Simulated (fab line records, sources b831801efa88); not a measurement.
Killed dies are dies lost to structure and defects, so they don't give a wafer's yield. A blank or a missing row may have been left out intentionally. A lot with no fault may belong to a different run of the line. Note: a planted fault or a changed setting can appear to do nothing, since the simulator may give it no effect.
fab line records    flow sky130
[record] lots = 6  wafers = 18  last-day = 50
route steps=708 shown VIA2@509 METAL3@532
lots with no fault: from the same line, run without faults
start-h: hours from the record's first day to the start of the lot's first wafer shown    wait-h: hours elapsed since this lot's preceding step    " identical to the entry in the row above    L1.1+2: one row covering several wafers at once    - no value, or no start given    * or withheld: withheld    < > ~ a bound
route shown NAME@n: a module of which the file shows steps, and the number in the route of the first    usual: mean/standard deviation taken from wafers without a fault    same: alike in all rows    chamber/n: place in a boat    sites: per-site readings    _std_site: standard deviation across them    _edge_site: outer sites' mean less inner sites'    radius-mm: how far each site lies from the wafer's centre    mask NAME#n: copy n    behind: the most recent tool/chamber to have shaped the wafer    hold: the reason the lot was held/the length of the hold in hours/how it ended    device: which transistor (n, p or np) failed to switch    end of line: the tests these same wafers got at the end of their route    for a step that has no rows: nothing shown but its recipe    killed: count of dies lost to structure and defects at first sort (not the wafer's yield)    map: shows each die of a wafer: x if killed, . if not, _ if none is there
set.NAME: setting as actually run; set.NAME@STEP: the setting as run at that earlier step    model.NAME: the simulator's own value behind a step, which no gauge read
certain route steps with their lots: each step a table, each wafer a row
services: a tool's chamber out of use, with start hour (start-h, from the record's first day; less than 0 if before it), hours out, and reason
[[steps]]
[step SKY_VIA2_CMP_02]
[recipe] material = SiO2  down-force-psi = 4  platen-rpm = 60  pad-velocity-m-s = 0.94248
[usual] head-pressure-psi = 4.001/0.0098  motor-current-A = 11.9/1.1
lot.wafer  tool    chamber  start-h  wait-h  head-pressure-psi  motor-current-A
L464.2     cmp-02  1        847.47   0.1     3.999              14.2
L464.4     "       2        "        "       4.003              9.5
L464.1     "       3        "        "       4.017              11.6
L469.3     cmp-01  1        880.57   0.0     4.017              11.6
L469.1     "       2        "        "       4.000              10.8
L469.4     "       0        "        "       4.002              11.9
L470.1     cmp-01  2        886.99   0.1     3.996              11.6
L470.5     "       0        "        "       3.997              11.6
L470.6     "       1        "        "       3.997              11.3
L473.4     cmp-01  2        920.25   0.1     4.015              11.5
L473.1     "       0        "        "       3.984              12.3
L473.6     "       2        "        "       4.018              11.0
L481.4     cmp-01  2        951.78   0.1     3.998              11.7
L481.2     "       3        "        "       3.995              12.2
L481.1     "       0        "        "       4.004              12.5
L486.1     cmp-02  0        985.63   0.1     4.004              12.7
L486.6     "       0        "        "       4.012              12.5
L486.5     "       1        "        "       4.014              13.9
[step SKY_VIA2_BOW_MEAS_03]
[recipe] mode = bow
[usual] VIA2_BOW = 84/7.1
lot.wafer  tool           chamber  start-h  wait-h  VIA2_BOW[um]
L464.1     film-metro-04  -        847.72   0.1     89
L464.2     "              -        "        "       84
L464.4     "              -        "        "       74
L469.1     film-metro-02  -        880.87   0.2     84
L469.3     "              -        "        "       88
L469.4     "              -        "        "       81
L470.1     film-metro-04  -        887.19   0.1     84
L470.5     "              -        "        "       77
L470.6     "              -        "        "       82
L473.1     film-metro-04  -        920.50   0.1     77
L473.4     "              -        "        "       72
L473.6     "              -        "        "       87
L481.1     film-metro-01  -        952.03   0.1     81
L481.2     "              -        "        "       88
L481.4     "              -        "        "       74
L486.1     film-metro-02  -        985.93   0.2     72
L486.5     "              -        "        "       86
L486.6     "              -        "        "       85
[step SKY_VIA2_DEHYDRATE_04]
[recipe] temp-c = 200  time-s = 60
[step SKY_VIA2_HMDS_05]
[recipe] prime-time-s = 60  prime-temp-c = 120
[step SKY_VIA2_COAT_06]
[recipe] resist = BARC  temp-c = withheld  time-s = withheld  spin-rpm = 3000  resist-thk-nm = 60
[step SKY_VIA2_COAT_07]
[recipe] resist = KrF-thick  spin-rpm = 3000  resist-thk-nm = 450
[step SKY_VIA2_SOFTBAKE_08]
[recipe] temp-c = 100  time-s = 90  resist = KrF-thick
[step SKY_VIA2_EXPOSE_09]
[recipe] mask-id = VIM2  na = 0.8  source-shape = annular  sigma-inner = 0.55  sigma-outer = 0.85  target-cd-nm = 200  dose-mj = 38
[step SKY_VIA2_PEB_10]
[recipe] peb-temp-c = withheld  peb-time-s = withheld  resist = KrF-thick
[step SKY_VIA2_DEVELOP_11]
[recipe] develop-time-s = 60  resist = KrF-thick  dev-temp-c = 21
[step SKY_VIA2_CD_MEAS_12]
[recipe] target-cd-nm = 200
[usual] cd-nm = 199.6/1.2
lot.wafer  tool       chamber  start-h  wait-h  cd-nm
L464.1     cd-sem-02  -        874.70   -       198.7
L464.2     "          -        "        "       198.9
L464.4     "          -        "        "       199.3
L469.1     cd-sem-01  -        906.03   -       198.8
L469.3     "          -        "        "       197.9
L469.4     "          -        "        "       198.0
L470.1     cd-sem-01  -        912.11   -       200.7
L470.5     "          -        "        "       200.1
L470.6     "          -        "        "       199.5
L473.1     cd-sem-01  -        945.00   -       199.0
L473.4     "          -        "        "       199.2
L473.6     "          -        "        "       199.9
L481.1     cd-sem-02  -        975.73   -       198.8
L481.2     "          -        "        "       199.1
L481.4     "          -        "        "       200.0
L486.1     cd-sem-02  -        1008.85  -       198.3
L486.5     "          -        "        "       197.6
L486.6     "          -        "        "       198.3
[step SKY_VIA2_OVL_MEAS_13]
[usual] VIA2_OVL = 3/4.9
lot.wafer  tool        chamber  start-h  wait-h  VIA2_OVL[nm]
L464.1     overlay-02  -        874.82   0.1     -1
L464.2     "           -        "        "       0
L464.4     "           -        "        "       3
L469.1     overlay-02  -        906.15   0.1     -4
L469.3     "           -        "        "       4
L469.4     "           -        "        "       6
L470.1     overlay-01  -        912.23   0.1     -3
L470.5     "           -        "        "       -3
L470.6     "           -        "        "       -4
L473.1     overlay-02  -        945.12   0.1     6
L473.4     "           -        "        "       16
L473.6     "           -        "        "       5
L481.1     overlay-01  -        975.85   0.1     -4
L481.2     "           -        "        "       7
L481.4     "           -        "        "       5
L486.1     overlay-01  -        1008.97  0.1     -9
L486.5     "           -        "        "       -2
L486.6     "           -        "        "       -5
[step SKY_VIA2_ETCH_14]
[recipe] chemistry = N2/H2  target = BARC  ion-energy-ev = 200  source-w = 500  bias-w = 100  pressure-mtorr = 30  n2-flow-sccm = 100  h2-flow-sccm = 200  stop-on = SiO2  time-s = 45.9  target-depth-a = 600
[usual] drypump-motor-current-A = 5.8/0.48  oes-product-au = 0.854/0.0044  run-length-s = 74.2/0.58  throttle-valve-pct = 13.224/0.011
lot.wafer  tool         chamber  start-h  wait-h  drypump-motor-current-A  oes-product-au  rf-hours-counter-h  run-length-s  throttle-valve-pct  model.KrF-thick_of_VIA2_COAT_07.thk-nm  model.etch.depth-nm  model.VIA2.cd-nm
L464.1     rie-diel-03  3        874.85   0.0     6.2                      0.860           7                   74.5          13.203              390.4                                   59.72                198.8
L464.2     "            1        "        "       6.0                      0.857           15                  74.1          13.218              391.2                                   59.8                 198.4
L464.4     "            0        "        "       5.5                      0.850           9                   74.4          13.234              391.4                                   59.8                 198.8
L469.1     rie-diel-02  2        906.18   0.0     5.2                      1.014           10                  51.5          13.238              415.1                                   39.45                194.4
L469.3     "            0        "        "       6.2                      0.997           2                   52.0          13.244              416                                     38.68                192.8
L469.4     "            3        "        "       6.2                      0.852           13                  74.4          13.255              394.2                                   60.12                197.8
L470.1     rie-diel-02  3        912.27   0.0     6.2                      1.002           13                  51.2          13.220              413.5                                   38.42                196.7
L470.5     "            1        "        "       5.0                      0.850           -                   73.7          13.216              389                                     60.08                200.1
L470.6     "            2        "        "       5.2                      0.862           -                   75.2          13.207              389.2                                   59.89                198.6
L473.1     rie-diel-03  0        945.15   0.0     5.6                      0.864           11                  74.5          13.228              390.9                                   59.97                199.4
L473.4     "            3        "        "       6.2                      0.853           9                   74.2          13.214              392                                     59.96                199.8
L473.6     "            1        "        "       6.0                      0.860           -                   74.4          13.228              391.8                                   59.67                200.5
L481.1     rie-diel-04  3        975.89   0.0     5.9                      0.854           20                  74.5          13.213              390.5                                   60.17                200.1
L481.2     "            2        "        "       5.6                      0.855           18                  73.3          13.213              392.2                                   60.05                198.2
L481.4     "            0        "        "       6.6                      0.851           23                  73.4          13.237              393.3                                   60.22                200.3
L486.1     rie-diel-02  1        1009.00  0.0     5.0                      0.856           14                  74.1          13.221              393.2                                   60.29                198.9
L486.5     "            0        "        "       6.2                      0.857           -                   74.7          13.215              394.7                                   60.23                197.3
L486.6     "            3        "        "       6.2                      0.855           -                   74.4          13.222              393.7                                   60.42                198.3
[step SKY_VIA2_ETCH_15]
[recipe] target = SiO2  chemistry = C4F8/O2/Ar  target-depth-nm = 546  stop-on = TiN  mask-material = KrF-thick  source-w = 1500  bias-w = 1200  pressure-mtorr = 40  c4f8-flow-sccm = withheld  O2_flow_sccm = 6  Ar_flow_sccm = 300  time-s = 84
[usual] oes-product-au = 0.940/0.0049  run-length-s = 112.3/0.59
lot.wafer  tool         chamber  start-h  wait-h  oes-product-au  rf-hours-counter-h  run-length-s  model.KrF-thick_of_VIA2_COAT_07.thk-nm
L464.1     rie-diel-03  3        874.90   0.0     0.946           7                   112.9         281.5
L464.2     "            1        "        "       0.937           15                  112.6         282.6
L464.4     "            0        "        "       0.939           9                   112.2         284.2
L469.1     rie-diel-02  2        906.23   0.0     0.374           10                  112.9         302.8
L469.3     "            0        "        "       0.373           2                   112.7         305.1
L469.4     "            3        "        "       0.939           13                  112.5         283.4
L470.1     rie-diel-02  3        912.31   0.0     0.380           13                  112.7         304.9
L470.5     "            1        "        "       0.942           -                   111.7         279
L470.6     "            2        "        "       0.929           -                   112.9         277.7
L473.1     rie-diel-03  0        945.20   0.0     0.938           11                  112.3         283.2
L473.4     "            3        "        "       0.947           9                   112.5         284.9
L473.6     "            1        "        "       0.936           -                   112.3         284.5
L481.1     rie-diel-04  3        975.93   0.0     0.943           20                  112.4         282.4
L481.2     "            2        "        "       0.945           18                  111.4         283
L481.4     "            0        "        "       0.933           23                  111.8         285.7
L486.1     rie-diel-02  1        1009.05  0.0     0.942           14                  111.8         282.6
L486.5     "            0        "        "       0.944           -                   112.9         284.6
L486.6     "            3        "        "       0.945           -                   112.5         285.7
[step SKY_VIA2_STRIP_16]
[recipe] chemistry = O2/N2  power-w = 1400  pressure-mtorr = 1500  platen-temp-c = withheld  o2-flow-sccm = 3000  n2-flow-sccm = 300  overash-fraction = 0.5
[usual] drypump-motor-current-A = 5.84/0.27  oes-product-au = 0.398/0.005  strip-time-to-endpoint-s = 4.04/0.03
[same] overash-fraction = 0.5
lot.wafer  tool             chamber  start-h  wait-h  drypump-motor-current-A  oes-product-au  rf-hours-counter-h  strip-time-to-endpoint-s
L464.1     plasma-asher-04  1        874.96   0.0     6.38                     0.397           106                 4.02
L464.2     "                0        "        "       5.75                     0.398           106                 4.03
L464.4     "                0        "        "       5.75                     0.395           -                   4.05
L469.1     plasma-asher-01  0        906.29   0.0     5.47                     0.409           49                  4.27
L469.3     "                1        "        "       5.42                     0.417           -                   4.28
L469.4     "                0        "        "       5.44                     0.394           -                   4.05
L470.1     plasma-asher-03  1        912.37   0.0     5.85                     0.405           72                  4.28
L470.5     "                1        "        "       5.82                     0.401           -                   3.99
L470.6     "                0        "        "       5.74                     0.404           -                   3.99
L473.1     plasma-asher-03  0        945.26   0.0     5.74                     0.392           76                  4.04
L473.4     "                0        "        "       5.73                     0.393           -                   4.05
L473.6     "                1        "        "       5.86                     0.397           -                   4.07
L481.1     plasma-asher-03  1        975.99   0.0     5.83                     0.400           78                  4.05
L481.2     "                0        "        "       5.78                     0.399           78                  4.05
L481.4     "                0        "        "       5.75                     0.397           -                   4.07
L486.1     plasma-asher-03  0        1009.11  0.0     5.70                     0.399           82                  4.04
L486.5     "                0        "        "       5.70                     0.401           -                   4.06
L486.6     "                1        "        "       5.83                     0.390           -                   4.05
[step SKY_VIA2_STRIP_17]
[recipe] chemistry = post-etch-residue-remover  time-s = 1200  temp-c = 72.5
[step SKY_VIA2_CLEAN_18]
[recipe] chemistry = IPA  time-s = 180  temp-c = 25
[step SKY_VIA2_CLEAN_19]
[recipe] chemistry = O3/DIW  dry = n2-spin
[step SKY_VIA2_SPUTTER_20]
[recipe] material = TiN  target-thk-nm = 20  chamber-pressure-pa = 5  power-w = 4000  time-s = 80
[usual] throttle-valve-pct = 29.1/1
lot.wafer  tool            chamber  start-h  wait-h  throttle-valve-pct
L464.1     pvd-sputter-03  -        875.63   0.0     29.2
L464.2     "               -        "        "       29.3
L464.4     "               -        "        "       29.3
L469.1     pvd-sputter-03  -        906.89   0.0     29.7
L469.3     "               -        "        "       27.1
L469.4     "               -        "        "       29.2
L470.1     pvd-sputter-03  -        912.96   0.0     27.3
L470.5     "               -        "        "       29.5
L470.6     "               -        "        "       27.5
L473.1     pvd-sputter-03  -        945.86   0.0     29.5
L473.4     "               -        "        "       29.6
L473.6     "               -        "        "       29.4
L481.1     pvd-sputter-03  -        976.58   0.0     29.3
L481.2     "               -        "        "       27.2
L481.4     "               -        "        "       29.4
L486.1     pvd-sputter-03  -        1009.71  0.0     27.1
L486.5     "               -        "        "       27.3
L486.6     "               -        "        "       29.6
[step SKY_VIA2_CVD_21]
[recipe] material = W  target-thk-nm = 420  time-s = 126.4  temp-c = 400  pressure-torr = 40
[usual] heater-power-w = 782/82
lot.wafer  tool      chamber  start-h  wait-h  heater-power-w  since-wet-clean-h
L464.1     cvd-w-02  1        875.69   0.0     896             472
L464.2     "         0        "        "       798             472
L464.4     "         1        "        "       867             -
L469.1     cvd-w-02  0        906.95   0.0     800             503
L469.3     "         1        "        "       884             -
L469.4     "         0        "        "       810             -
L470.1     cvd-w-02  0        913.02   0.0     805             509
L470.5     "         0        "        "       808             -
L470.6     "         1        "        "       879             -
L473.1     cvd-w-01  1        945.92   0.0     757             28
L473.4     "         1        "        "       761             -
L473.6     "         1        "        "       751             -
L481.1     cvd-w-01  0        976.64   0.0     629             59
L481.2     "         1        "        "       765             59
L481.4     "         1        "        "       773             -
L486.1     cvd-w-01  0        1009.77  0.0     644             92
L486.5     "         1        "        "       778             -
L486.6     "         0        "        "       655             -
[step SKY_VIA2_CMP_24]
[recipe] stop-on = SiO2  t-overpolish-s = 20  down-force-psi = 3.5  platen-rpm = 60  target-thk-nm = 0  pad-velocity-m-s = 0.94248
[usual] head-pressure-psi = 3.500/0.007  motor-current-A = 10.9/1
lot.wafer  tool    chamber  start-h  wait-h  head-pressure-psi  motor-current-A
L464.2     cmp-01  0        876.00   0.0     3.510              10.4
L464.1     "       1        "        "       3.504              10.4
L464.4     "       3        "        "       3.495              11.0
L469.1     cmp-01  0        907.26   0.1     3.487              11.0
L469.4     "       1        "        "       3.500              10.2
L469.3     "       2        "        "       3.506              10.4
L470.1     cmp-01  2        913.34   0.1     3.487              10.4
L470.5     "       2        "        "       3.492              10.7
L470.6     "       3        "        "       3.500              11.7
L473.4     cmp-02  0        946.23   0.0     3.503              12.0
L473.1     "       2        "        "       3.498              8.9
L473.6     "       0        "        "       3.499              11.9
L481.2     cmp-01  3        977.00   0.1     3.511              11.2
L481.1     "       0        "        "       3.508              10.5
L481.4     "       1        "        "       3.505              10.4
L486.1     cmp-02  2        1010.13  0.1     3.494              9.1
L486.6     "       1        "        "       3.488              12.4
L486.5     "       2        "        "       3.498              8.9
[step SKY_METAL3_SPUTTER_00]
[recipe] material = Ti  target-thk-nm = 15  power-w = 3000  time-s = 10  chamber-pressure-pa = 0.4
[usual] throttle-valve-pct = 29.8/0.93
lot.wafer  tool            chamber  start-h  wait-h  throttle-valve-pct
L464.1     pvd-sputter-04  -        876.30   0.2     31.0
L464.2     "               -        "        "       29.4
L464.4     "               -        "        "       29.8
L469.4     pvd-sputter-04  -        907.56   0.2     31.1
L470.5     pvd-sputter-02  -        913.65   0.1     28.9
L470.6     "               -        "        "       29.9
L473.1     pvd-sputter-04  -        946.53   0.1     29.8
L473.4     "               -        "        "       29.6
L473.6     "               -        "        "       30.6
L481.1     pvd-sputter-04  -        977.25   0.1     31.0
L481.2     "               -        "        "       29.5
L481.4     "               -        "        "       29.8
L486.1     pvd-sputter-04  -        1010.38  0.2     29.9
L486.5     "               -        "        "       29.7
L486.6     "               -        "        "       31.0
[step SKY_METAL3_SPUTTER_01]
[recipe] material = TiN  target-thk-nm = 20  power-w = 6500  time-s = 16.7  chamber-pressure-pa = 0.4
[usual] throttle-valve-pct = 29.8/0.94
lot.wafer  tool            chamber  start-h  wait-h  throttle-valve-pct
L464.1     pvd-sputter-04  -        876.32   0.0     30.9
L464.2     "               -        "        "       29.3
L464.4     "               -        "        "       29.8
L469.4     pvd-sputter-04  -        907.58   0.0     31.1
L470.5     pvd-sputter-02  -        913.67   0.0     28.7
L470.6     "               -        "        "       29.8
L473.1     pvd-sputter-04  -        946.55   0.0     29.6
L473.4     "               -        "        "       29.5
L473.6     "               -        "        "       30.7
L481.1     pvd-sputter-04  -        977.28   0.0     31.2
L481.2     "               -        "        "       29.4
L481.4     "               -        "        "       29.7
L486.1     pvd-sputter-04  -        1010.40  0.0     29.8
L486.5     "               -        "        "       29.7
L486.6     "               -        "        "       31.1
[step SKY_METAL3_SPUTTER_02]
[recipe] material = AlCu  target-thk-nm = 735  power-w = 10600  time-s = 39.1  chamber-pressure-pa = 0.4
[usual] throttle-valve-pct = 29.8/0.9
lot.wafer  tool            chamber  start-h  wait-h  throttle-valve-pct
L464.1     pvd-sputter-04  -        876.35   0.0     30.9
L464.2     "               -        "        "       29.6
L464.4     "               -        "        "       29.8
L469.4     pvd-sputter-04  -        907.61   0.0     30.8
L470.5     pvd-sputter-02  -        913.70   0.0     29.1
L470.6     "               -        "        "       29.6
L473.1     pvd-sputter-04  -        946.58   0.0     29.5
L473.4     "               -        "        "       29.2
L473.6     "               -        "        "       30.4
L481.1     pvd-sputter-04  -        977.30   0.0     30.8
L481.2     "               -        "        "       29.4
L481.4     "               -        "        "       29.9
L486.1     pvd-sputter-04  -        1010.43  0.0     29.7
L486.5     "               -        "        "       29.9
L486.6     "               -        "        "       31.1
[[services]]
tool             chamber  start-h  hours  kind
rie-diel-02      -        837.46   0.7    repair
cmp-01           -        842.70   25.6   repair
plasma-asher-03  -        847.69   2.6    repair
pvd-sputter-03   -        849.59   5.9    repair
rie-diel-03      2        852.70   1.9    repair
cvd-w-02         0        855.61   1.2    repair
plasma-asher-01  -        859.76   8.6    pm
cmp-01           -        863.14   1.3    repair
cmp-01           -        868.30   3.6    pm
cvd-w-01         -        904.00   14.0   pm
cmp-02           -        904.36   15.7   pm
cmp-02           -        920.02   6.2    pm
cmp-02           -        926.20   4.0    pm
cmp-01           -        932.08   3.0    repair
cmp-02           -        935.11   6.6    pm
cvd-w-01         1        955.20   10.8   repair
plasma-asher-04  -        957.15   0.3    repair
rie-diel-02      -        959.69   0.3    repair
cvd-w-02         -        962.91   0.6    repair
rie-diel-04      3        966.24   6.9    repair
rie-diel-02      0        977.08   8.7    repair
rie-diel-04      1        993.94   7.2    repair
rie-diel-02      -        994.00   14.6   pm
rie-diel-04      -        999.06   0.7    repair
[[key]]
[first-sign] step = SKY_VIA2_ETCH_14  reading = run-length-s  direction = down  sigmas = 39  usual = *  struck = *
[effect] step = SKY_VIA2_ETCH_14  reading = oes-product-au  direction = up  sigmas = 34  usual = 0.854  struck = 1.005
[effect] step = SKY_VIA2_ETCH_15  reading = oes-product-au  direction = down  sigmas = 99+  usual = 0.940  struck = 0.375
[effect] step = SKY_VIA2_STRIP_16  reading = strip-time-to-endpoint-s  direction = up  sigmas = 7.6  usual = *  struck = *
[effect] step = SKY_METAL3_SPUTTER_00  reading = visit  direction = missing
[effect] step = SKY_METAL3_SPUTTER_01  reading = visit  direction = missing
[effect] step = SKY_METAL3_SPUTTER_02  reading = visit  direction = missing
[model-effect] step = SKY_VIA2_ETCH_14  value = KrF-thick_of_VIA2_COAT_07.thk-nm  without = 393  struck = 414.8
[model-effect] step = SKY_VIA2_ETCH_15  value = KrF-thick_of_VIA2_COAT_07.thk-nm  without = 282.4  struck = 304.3
met-at SKY_VIA2_ETCH_14
struck-wafers L469.1,L469.3,L470.1
later-rows-left-out L469.1,L469.3,L470.1
sort-left-out L469.1,L469.3,L470.1
[fault] kind = process-parameter-drift  tool = rie-diel-02  chamber = -  onset-h = 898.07  steps = SKY_VIA2_ETCH_14  channel = time-s  offset = *  shape = step  end-h = 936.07  scope = struck-wafers-only  acts-in = *  stated = *
// sort-left-out: the simulated sort isn't trusted on such a fault, so these wafers' sort isn't shown, and their yield isn't known
// later-rows-left-out: the simulator's readings of these wafers behind a module that went badly wrong aren't trusted and aren't shown, but for the sort
